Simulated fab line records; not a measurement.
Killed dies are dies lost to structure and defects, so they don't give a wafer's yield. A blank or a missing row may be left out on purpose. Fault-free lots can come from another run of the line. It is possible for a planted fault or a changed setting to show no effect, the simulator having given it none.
The tool behind it: which one?    flow sky130    24 lots, 72 wafers sampled, at 6 steps of a route of 708

== WHAT EACH GAUGE READ, for each wafer ==
SKY_FIELD_ISO_BOW_MEAS_00. Usual: INCOMING_BOW typically reads 0 um, with standard deviation 6.4.
lot   measured     on            INCOMING_BOW (um)  flag
L074  day 1 10:00  filmMetro-04  13 -4 -7           
L075  day 1 15:04  filmMetro-01  -4 8 6             
L076  day 1 20:02  filmMetro-02  -1 8 -2            
L077  day 2 01:00  filmMetro-02  6 3 3              
L078  day 2 06:01  filmMetro-01  -8 -8 -3           
L079  day 2 11:00  filmMetro-01  0 -8 -1            
L080  day 2 16:00  filmMetro-04  7 2 2              
L081  day 2 21:00  filmMetro-04  2 15 -16           
L082  day 3 02:02  filmMetro-04  4 -7 3             
L083  day 3 07:01  filmMetro-04  8 7 -8             
L084  day 3 12:01  filmMetro-02  5 -2 3             
L085  day 3 17:01  filmMetro-04  6 3 0              
L086  day 3 22:01  filmMetro-04  8 5 -1             
L087  day 4 03:00  filmMetro-01  3 3 7              
L088  day 4 08:02  filmMetro-01  0 1 5              
L089  day 4 13:00  filmMetro-02  3 -5 4             
L090  day 4 18:01  filmMetro-04  3 4 8              
L091  day 4 23:00  filmMetro-02  -5 7 11            
L092  day 5 04:02  filmMetro-01  8 3 -11            
L093  day 5 09:00  filmMetro-04  -2 -3 -2           
L094  day 5 14:00  filmMetro-04  -1 -2 -3           
L095  day 5 19:00  filmMetro-02  18 4 -1            
L096  day 6 00:00  filmMetro-04  -3 -2 0            
L097  day 6 05:01  filmMetro-02  1 -6 -1            

SKY_SONOS_ONO_THK_MEAS_05. Usual: SONOS_ONO_CVD_04_THK typically reads 5.72 nm, with standard deviation 0.11.
lot   measured      on            SONOS_ONO_CVD_04_THK (nm)  flag
L074  day 11 14:04  filmMetro-04  5.86 5.87 5.89             
L075  day 11 22:58  filmMetro-01  5.70 5.84 5.72             
L076  day 12 12:09  filmMetro-02  5.81 5.79 5.79             
L077  day 12 12:08  filmMetro-04  5.87 5.85 5.75             
L078  day 12 22:15  filmMetro-02  5.71 5.84 5.66             
L079  day 13 05:14  filmMetro-01  5.61 5.66 5.57             
L080  day 13 09:28  filmMetro-01  5.71 5.65 5.73             
L081  day 13 22:59  filmMetro-04  5.85 5.79 5.74             
L082  day 14 10:41  filmMetro-04  5.75 5.84 5.73             
L083  day 15 02:28  filmMetro-04  5.95 5.88 5.83             
L084  day 15 07:42  filmMetro-01  5.67 5.74 5.65             
L085  day 15 04:52  filmMetro-04  5.62 5.68 5.64             
L086  day 15 08:57  filmMetro-01  5.90 5.85 5.86             
L087  day 16 01:17  filmMetro-04  5.92 5.87 5.82             
L088  day 16 10:48  filmMetro-01  5.70 5.66 5.64             
L089  day 17 02:26  filmMetro-04  5.50 5.65 5.52             
L090  day 17 02:26  filmMetro-02  5.70 5.63 5.67             
L091  day 17 14:58  filmMetro-01  5.77 5.76 5.64             
L092  day 17 17:49  filmMetro-02  5.69 5.53 5.60             
L093  day 17 20:03  filmMetro-04  5.59 5.60 5.63             
L094  day 18 04:32  filmMetro-04  5.72 5.70 5.74             
L095  day 18 09:16  filmMetro-04  5.59 5.65 5.57             
L096  day 18 23:55  filmMetro-04  5.72 5.68 5.80             
L097  day 19 08:31  filmMetro-04  5.80 5.62 5.52             

SKY_CONTACT_CD_MEAS_14 targets a cd of 170 nm. Usual: cdNm reads 170.1 nm (standard deviation 1.6).
lot   measured      on        cdNm (nm)          flag
L074  day 31 10:35  cdSem-02  169.3 170.9 172.0  
L075  day 31 15:05  cdSem-01  167.8 168.5 169.0  
L076  day 32 09:31  cdSem-02  167.5 168.6 168.5  
L077  day 32 11:53  cdSem-02  170.1 169.9 170.3  
L078  day 33 09:19  cdSem-01  168.9 169.4 170.2  
L079  day 33 12:21  cdSem-01  169.2 169.9 167.4  
L080  day 33 15:51  cdSem-02  170.4 171.3 170.3  
L081  day 33 22:08  cdSem-02  169.6 168.6 168.2  
L082  day 34 12:07  cdSem-02  170.6 170.1 169.0  
L083  day 34 23:52  cdSem-02  166.1 166.9 166.0  
L084  day 35 08:21  cdSem-02  170.2 169.9 170.8  
L085  day 35 07:22  cdSem-02  172.6 171.5 172.6  
L086  day 35 08:37  cdSem-01  171.8 172.0 170.2  
L087  day 36 01:35  cdSem-01  170.7 170.5 170.7  
L088  day 36 09:23  cdSem-02  171.4 170.4 169.5  
L089  day 36 17:05  cdSem-01  169.1 166.8 169.1  
L090  day 36 22:52  cdSem-02  171.2 174.6 171.9  
L091  day 37 05:56  cdSem-01  170.6 171.0 169.8  
L092  day 37 11:29  cdSem-01  171.6 171.5 170.7  
L093  day 37 14:45  cdSem-02  170.0 170.3 170.1  
L094  day 37 17:09  cdSem-02  169.8 169.5 168.8  
L095  day 37 23:48  cdSem-02  168.6 169.4 168.2  
L096  day 38 12:24  cdSem-02  170.5 171.3 172.7  
L097  day 39 03:37  cdSem-02  172.4 172.3 170.7  

== EACH LOT AND THE TOOL THAT RAN IT (in order: tool; ch and the chambers of the sampled wafers; start) ==
lot   SKY_SONOS_ONO_ETCH_15              SKY_POLY_GATE_STRIP_18               SKY_POLY_CUT_ETCH_10
L074  rieDiel-01 ch 1,2,3, day 12 14:47  plasmaAsher-03 ch 0,1, day 16 06:59  rieDiel-03 ch 0,1,3, day 24 02:53
L075  rieDiel-01 ch 0,1,2, day 12 22:42  plasmaAsher-02 ch 0,1, day 16 15:01  rieDiel-04 ch 0,1,3, day 24 09:07
L076  rieDiel-01 ch 1,2, day 13 12:44    plasmaAsher-02 ch 0,1, day 17 05:32  rieDiel-03 ch 2,3, day 25 00:51
L077  rieDiel-02 ch 1,2,3, day 13 16:38  plasmaAsher-03 ch 0,1, day 17 08:40  rieDiel-01 ch 1,2, day 25 05:37
L078  rieDiel-04 ch 1,3, day 14 00:01    plasmaAsher-03 ch 0,1, day 18 10:22  rieDiel-01 ch 0,1,2, day 26 05:34
L079  rieDiel-02 ch 0,2,3, day 14 06:22  plasmaAsher-02 ch 0,1, day 18 09:53  rieDiel-03 ch 0,1,2, day 26 07:25
L080  rieDiel-01 ch 0,1,2, day 14 10:56  plasmaAsher-03 ch 0,1, day 18 17:08  rieDiel-03 ch 0,1,2, day 26 12:07
L081  rieDiel-04 ch 0,2,3, day 15 01:44  plasmaAsher-02 ch 0,1, day 19 02:32  rieDiel-01 ch 0,1,2, day 26 18:48
L082  rieDiel-02 ch 0,1,2, day 15 13:38  plasmaAsher-02 ch 0,1, day 19 12:07  rieDiel-01 ch 0,3, day 27 09:22
L083  rieDiel-04 ch 0,2,3, day 16 05:58  plasmaAsher-03 ch 0,1, day 20 07:11  rieDiel-04 ch 0,1,3, day 27 22:13
L084  rieDiel-01 ch 0,2, day 16 11:23    plasmaAsher-03 ch 0,1, day 20 13:17  rieDiel-03 ch 1,2,3, day 28 06:19
L085  rieDiel-04 ch 0,1,2, day 16 08:20  plasmaAsher-02 ch 0,1, day 20 10:20  rieDiel-04 ch 0,1,2, day 28 06:12
L086  rieDiel-01 ch 0,1, day 16 12:53    plasmaAsher-02 ch 0,1, day 20 15:50  rieDiel-03 ch 0,1,3, day 28 09:56
L087  rieDiel-04 ch 0,1,3, day 17 04:56  plasmaAsher-02 ch 0,1, day 21 08:28  rieDiel-03 ch 1,2,3, day 29 00:52
L088  rieDiel-04 ch 0,1, day 17 14:15    plasmaAsher-02 ch 0,1, day 21 18:34  rieDiel-01 ch 0,1,3, day 29 08:49
L089  rieDiel-02 ch 0,1,2, day 18 06:26  plasmaAsher-03 ch 0,1, day 22 08:31  rieDiel-03 ch 1,2,3, day 29 19:05
L090  rieDiel-04 ch 0,1,2, day 18 07:13  plasmaAsher-02 ch 1, day 22 11:01    rieDiel-01 ch 0,2,3, day 30 00:19
L091  rieDiel-02 ch 0,2,3, day 18 21:08  plasmaAsher-02 ch 0,1, day 22 22:53  rieDiel-03 ch 0,1,2, day 30 07:50
L092  rieDiel-02 ch 1,2,3, day 18 23:49  plasmaAsher-03 ch 0,1, day 23 04:25  rieDiel-01 ch 0,2,3, day 30 15:16
L093  rieDiel-02 ch 0,1,2, day 19 02:20  plasmaAsher-03 ch 0,1, day 23 07:37  rieDiel-04 ch 0,3, day 30 16:36
L094  rieDiel-02 ch 0,2,3, day 19 11:29  plasmaAsher-02 ch 0,1, day 23 14:20  rieDiel-01 ch 2,3, day 30 20:33
L095  rieDiel-04 ch 1,2,3, day 19 16:11  plasmaAsher-01 ch 0,1, day 23 17:50  rieDiel-01 ch 0,1,3, day 31 03:10
L096  rieDiel-04 ch 0,1, day 20 06:37    plasmaAsher-01 ch 0,1, day 24 08:20  rieDiel-01 ch 0,1,3, day 31 16:57
L097  rieDiel-02 ch 0,2, day 20 14:56    plasmaAsher-03 ch 0,1, day 24 20:50  rieDiel-03 ch 1,2,3, day 32 08:49
- SKY_SONOS_ONO_ETCH_15: etches the open film in CHF3/O2, target depth 19.52 nm, time 7.613 s.
- SKY_POLY_GATE_STRIP_18: strips in O2/N2.
- SKY_POLY_CUT_ETCH_10: etches BARC in N2/H2, stops on SiO2, time 45.9 s, target depth 60 nm.

== WHAT THE TOOLS THEMSELVES READ (means of the sampled wafers that have a number; where no wafer has one, the mark that the record gives instead) ==
SKY_SONOS_ONO_ETCH_15. Usual: biasW 200.1 W, standard deviation 0.54; drypumpMotorCurrentA 5.7 A, standard deviation 0.47; oesProductAu 1.006 a.u., standard deviation 0.0092; throttleValvePct 8.826 %, standard deviation 0.0095.
lot   tool        biasW (W)  drypumpMotorCurrentA (A)  oesProductAu (a.u.)  throttleValvePct (%)  flag
L074  rieDiel-01  200.1      5.3                       0.988                8.824                 
L075  rieDiel-01  199.6      5.2                       0.999                8.828                 
L076  rieDiel-01  200.6      5.0                       1.003                8.825                 
L077  rieDiel-02  200.1      5.9                       1.006                8.829                 
L078  rieDiel-04  200.1      5.6                       1.008                8.839                 
L079  rieDiel-02  199.8      5.6                       1.008                8.836                 
L080  rieDiel-01  199.8      5.2                       1.005                8.837                 
L081  rieDiel-04  199.9      6.0                       1.002                8.822                 
L082  rieDiel-02  199.6      5.8                       1.005                8.830                 
L083  rieDiel-04  200.0      6.0                       1.004                8.822                 
L084  rieDiel-01  200.2      5.4                       1.015                8.825                 
L085  rieDiel-04  199.2      6.0                       1.002                8.812                 
L086  rieDiel-01  200.1      5.3                       1.008                8.831                 
L087  rieDiel-04  200.2      5.9                       1.003                8.829                 
L088  rieDiel-04  200.1      6.0                       1.006                8.826                 
L089  rieDiel-02  200.1      5.7                       1.005                8.819                 
L090  rieDiel-04  200.0      6.0                       1.006                8.827                 
L091  rieDiel-02  199.5      5.6                       1.020                8.832                 
L092  rieDiel-02  200.2      5.9                       1.012                8.835                 
L093  rieDiel-02  199.7      5.8                       1.008                8.823                 
L094  rieDiel-02  200.9      5.6                       1.007                8.822                 
L095  rieDiel-04  200.3      5.6                       1.008                8.817                 
L096  rieDiel-04  200.6      6.3                       1.003                8.824                 
L097  rieDiel-02  199.9      5.6                       1.007                8.821                 

SKY_POLY_GATE_STRIP_18. Usual: drypumpMotorCurrentA 5.64 A, standard deviation 0.24; oesProductAu 0.361 a.u., standard deviation 0.0051; stripTimeToEndpointS 3.16 s, standard deviation 0.04.
lot   tool            drypumpMotorCurrentA (A)  oesProductAu (a.u.)  stripTimeToEndpointS (s)  flag
L074  plasmaAsher-03  5.64                      0.361                3.14                      
L075  plasmaAsher-02  5.69                      0.360                3.17                      
L076  plasmaAsher-02  5.67                      0.364                3.17                      
L077  plasmaAsher-03  5.56                      0.363                3.16                      
L078  plasmaAsher-03  5.64                      0.363                3.21                      
L079  plasmaAsher-02  5.66                      0.360                3.12                      
L080  plasmaAsher-03  5.57                      0.362                3.21                      
L081  plasmaAsher-02  5.68                      0.362                3.18                      
L082  plasmaAsher-02  5.71                      0.361                3.15                      
L083  plasmaAsher-03  5.65                      0.361                3.11                      
L084  plasmaAsher-03  5.65                      0.366                3.16                      
L085  plasmaAsher-02  5.71                      0.359                3.14                      
L086  plasmaAsher-02  5.71                      0.366                3.21                      
L087  plasmaAsher-02  5.68                      0.359                3.12                      
L088  plasmaAsher-02  5.71                      0.365                3.19                      
L089  plasmaAsher-03  5.66                      0.359                3.10                      
L090  plasmaAsher-02  5.77                      0.358                3.16                      
L091  plasmaAsher-02  5.73                      0.357                3.12                      
L092  plasmaAsher-03  5.58                      0.355                3.17                      
L093  plasmaAsher-03  5.67                      0.360                3.15                      
L094  plasmaAsher-02  5.72                      0.357                3.14                      
L095  plasmaAsher-01  5.27                      0.361                3.17                      
L096  plasmaAsher-01  5.74                      0.363                3.21                      
L097  plasmaAsher-03  5.55                      0.360                3.19                      

SKY_POLY_CUT_ETCH_10. Usual: biasW 100.0 W, standard deviation 0.3; drypumpMotorCurrentA 5.7 A, standard deviation 0.53; oesProductAu 0.854 a.u., standard deviation 0.0046; throttleValvePct 13.224 %, standard deviation 0.0092.
lot   tool        biasW (W)  drypumpMotorCurrentA (A)  oesProductAu (a.u.)  throttleValvePct (%)  flag
L074  rieDiel-03  100.2      5.8                       0.856                13.234                
L075  rieDiel-04  99.9       6.0                       0.857                13.225                
L076  rieDiel-03  99.9       6.1                       0.852                13.227                
L077  rieDiel-01  100.2      5.0                       0.854                13.222                
L078  rieDiel-01  99.9       5.3                       0.858                13.225                
L079  rieDiel-03  100.2      5.9                       0.860                13.227                
L080  rieDiel-03  100.0      5.9                       0.854                13.226                
L081  rieDiel-01  99.6       5.3                       0.853                13.224                
L082  rieDiel-01  100.1      5.7                       0.851                13.227                
L083  rieDiel-04  100.0      6.0                       0.855                13.223                
L084  rieDiel-03  99.9       6.2                       0.853                13.222                
L085  rieDiel-04  100.1      6.0                       0.852                13.226                
L086  rieDiel-03  99.8       5.8                       0.854                13.220                
L087  rieDiel-03  99.6       6.2                       0.856                13.217                
L088  rieDiel-01  99.8       5.5                       0.852                13.221                
L089  rieDiel-03  100.4      6.2                       0.857                13.219                
L090  rieDiel-01  100.1      5.4                       0.856                13.213                
L091  rieDiel-03  100.0      5.9                       0.852                13.229                
L092  rieDiel-01  99.9       5.4                       0.856                13.223                
L093  rieDiel-04  100.3      6.0                       0.858                13.222                
L094  rieDiel-01  99.7       5.2                       0.851                13.225                
L095  rieDiel-01  99.9       5.5                       0.849                13.224                
L096  rieDiel-01  100.1      5.5                       0.850                13.220                
L097  rieDiel-03  100.1      6.2                       0.850                13.221                

== THE ANSWER, worked out from the rows above alone ==
Rule: lot off if the mean of its wafers having a number is beyond 3 standard deviations from the usual mean. Also off: a lot with no number at a reading for which 4 or more lots have one. Any other lot the step has rows for is counted as sound. Order of review: gauges by route order, followed by the tools' own readings, for which a lot's mean as printed above is used. The first step at which some lot is off is used, and at that step the reading that is off furthest; a lot without a number counts as furthest.
Nothing can be told from this: no lot is off at any reading shown.

== WHAT THE SIMULATOR HAD INSERTED ==
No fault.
